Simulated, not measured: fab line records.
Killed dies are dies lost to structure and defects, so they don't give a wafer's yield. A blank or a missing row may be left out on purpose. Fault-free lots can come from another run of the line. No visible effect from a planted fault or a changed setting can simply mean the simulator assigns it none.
Which tool did it? | flow sky130 | 18 wafers sampled from 6 lots at 1 step of a route of 708

WHAT THE GAUGES SHOWED, per wafer
SKY_METAL3_CD_MEAS_13 targets a cd of 300 nm.
lot  | measured     | on        | cd-nm (nm)
L152 | day 39 17:06 | cd-sem-02 | 297.6 299.7 300.4
L157 | day 41 07:16 | cd-sem-02 | 299.6 299.3 300.2
L159 | day 42 03:35 | cd-sem-01 | 300.9 300.7 300.1
L161 | day 42 13:26 | cd-sem-01 | 299.9 300.2 299.6
L163 | day 42 21:44 | cd-sem-02 | 300.9 299.2 300.7
L168 | day 44 05:44 | cd-sem-01 | 300.5 299.7 299.9

WHAT TOOL EACH LOT RAN ON (gives the tool, then ch and the chambers of the sampled wafers, and finally the start)
Record: no process step prior to these readings.

THE ANSWER, worked out from the rows above alone
Rule: the lots themselves supply what counts as usual. Put in order of their means at a reading, lots are off if they are a third of the lots or fewer, leave a main group of 4 or more, and stand apart from it by a gap of 3 or more times the standard deviation of the main group's means; of several such gaps the widest counts. A main group whose means are all the same, to the digits that the tables above print for the reading, isn't used. Also off: a lot with no number at a reading for which 4 or more lots have one. The other lots that the step has rows for count as sound.
No lot is off on any of the readings shown, so nothing can be concluded from this.

WHAT THE SIMULATOR PUT IN
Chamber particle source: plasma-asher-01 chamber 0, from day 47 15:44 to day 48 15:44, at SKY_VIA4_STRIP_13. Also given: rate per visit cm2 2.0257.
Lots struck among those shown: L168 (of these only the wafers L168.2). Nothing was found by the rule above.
